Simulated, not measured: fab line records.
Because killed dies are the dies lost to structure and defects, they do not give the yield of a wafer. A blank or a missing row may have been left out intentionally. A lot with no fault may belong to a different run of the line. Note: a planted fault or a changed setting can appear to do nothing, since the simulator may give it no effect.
Struck lot and sound lot, side by side | flow sky130 | 17 out of 708 route steps
Sound: wafers L939.3, L939.4, L939.6. Struck: wafers L955.3, L955.4, L955.5. The cause comes at the end.
Each step with rows lists, per side, the tool, then ch with its chambers, then its first start. Under that, the readings that differ: sound wafers | struck wafers | difference of the means | sigmas: that difference in standard deviations of wafers without a fault.
alike: same words and numbers on both sides, and readings whose means sit less than 2 such deviations apart. not compared: any withheld reading, any reading some wafer has no value for, any bound like >300 that may hide the same value, and any number with overlapping values for which the record gives no deviation.
The two part at a step that has a row with sigmas, a row that says differs or no value, or rows on one side only. Non-overlapping numbers with no deviation appear without sigmas and do not part them. Lack of a reading on every wafer of one side parts them only where that side has two or more wafers.

first, 1 step without rows for these wafers: SKY_VT_ADJUST_NCORE_IMPLANT_09.
SKY_VT_ADJUST_NCORE_STRIP_10: strips in O2/N2.
  sound on plasma_asher-03 ch 0,1, day 8 12:13; struck on plasma_asher-01 ch 0,1, day 13 07:52
  alike: drypump_motor_current_A, oes_product_au, strip_time_to_endpoint_s
  not compared: rf_hours_counter_h
SKY_VT_ADJUST_NCORE_TW_MEAS_11:
  sound on film_metro-04 at day 8 12:19; struck on film_metro-04 at day 13 07:58
  alike: VT_ADJUST_NCORE_TW
then, 7 steps without rows for these wafers: SKY_VT_ADJUST_HVTR_DEHYDRATE_00 (time 60 s); SKY_VT_ADJUST_HVTR_HMDS_01 (prime time 60 s); SKY_VT_ADJUST_HVTR_COAT_02 (resist thk 1140 nm); SKY_VT_ADJUST_HVTR_SOFTBAKE_03 (time 60 s); SKY_VT_ADJUST_HVTR_EXPOSE_04 (exposes mask HVTRM, target cd 380 nm); SKY_VT_ADJUST_HVTR_PEB_05; SKY_VT_ADJUST_HVTR_DEVELOP_06 (develop time 60 s).
SKY_VT_ADJUST_HVTR_CD_MEAS_07 targets a cd of 380 nm.
  sound on cd_sem-01 at day 9 07:52; struck on cd_sem-02 at day 14 09:10
  alike: cd_nm
SKY_VT_ADJUST_HVTR_OVL_MEAS_08:
  sound on overlay-02 at day 9 07:58; struck on overlay-01 at day 14 09:16
  alike: VT_ADJUST_HVTR_OVL
SKY_VT_ADJUST_HVTR_IMPLANT_09:
  sound on implanter-04 ch 0, day 9 08:02; struck on implanter-01 ch 0, day 14 09:20
  reading            | sound                         | struck                           | difference  | sigmas
  dose_ions_cm2      | 2.1002e+12 2.0983e+12 2.1e+12 | 1.6011e+12 1.5999e+12 1.5962e+12 | -5.0043e+11 | -99 or more
  faraday_current_uA | 12.17 11.69 12.18             | 8.95 9.19 9.15                   | -2.92       | -13
SKY_VT_ADJUST_HVTR_STRIP_10: strips in O2/N2.
  sound on plasma_asher-04 ch 0,1, day 9 08:10; struck on plasma_asher-04 ch 0,1, day 14 09:28
  reading                      | sound             | struck            | difference | sigmas
  strip_time_to_endpoint_s (s) | 14.25 14.24 14.22 | 14.11 14.17 14.10 | -0.11      | -2
  alike: drypump_motor_current_A, oes_product_au
  not compared: rf_hours_counter_h
SKY_VT_ADJUST_HVTR_TW_MEAS_11:
  sound on film_metro-04 at day 9 08:16; struck on film_metro-04 at day 14 09:34
  reading           | sound             | struck            | difference | sigmas
  VT_ADJUST_HVTR_TW | 212.3 212.4 213.4 | 198.3 199.0 197.7 | -14.4      | -6
then, 1 step without rows for these wafers: SKY_VT_ADJUST_PCH_DEHYDRATE_00 (time 60 s).
-- a jump in the record: the struck wafers' starts before and after are 35 days apart (it breaks off in module VT_ADJUST_PCH and resumes in module PAD_OPEN, where the first step shown is number 708 of the route) --
SKY_PAD_OPEN_PROBE_99:
  sound on prober-02 at day 45 08:12; struck on prober-02 at day 49 14:15
  reading                                  | sound                   | struck                  | difference | sigmas
  model.etest.pfet_01v8_mvt.drive_ua_um    | 152.8 153.4 152.5       | 144.7 140 145.7         | -9.4       |
  model.etest.pfet_01v8_mvt.off_log10_a_um | -10.55 -10.26 -10.64    | -11.37 -11.94 -11.71    | -1.19      |
  model.etest.pfet_01v8_mvt.vt_sat_v (V)   | -0.5565 -0.5439 -0.5517 | -0.6298 -0.6512 -0.6377 | -0.0889    |
  model.etest.pfet_01v8_mvt.vt_v (V)       | -0.6423 -0.635 -0.6361  | -0.7078 -0.7214 -0.7127 | -0.0762    |
  model.etest.pfet_01v8_mvt.vt_long_v (V)  | -0.8503 -0.8449 -0.8412 | -0.9077 -0.9158 -0.9059 | -0.0643    |
  alike: killed_at_M0_to_M3, killed_at_M4_up, killed_at_contacts, killed_at_front_end, killed_at_other, killed_dies, killed_open, killed_short

## WHERE THEY PART
Last at SKY_VT_ADJUST_HVTR_TW_MEAS_11 as far as this record goes, first at SKY_VT_ADJUST_HVTR_IMPLANT_09. Later steps at which nothing parts them and some readings are alike: SKY_PAD_OPEN_PROBE_99.

WHY: whatever the simulator had introduced
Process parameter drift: implanter-01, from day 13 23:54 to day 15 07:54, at SKY_VT_ADJUST_HVTR_IMPLANT_09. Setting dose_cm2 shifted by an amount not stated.
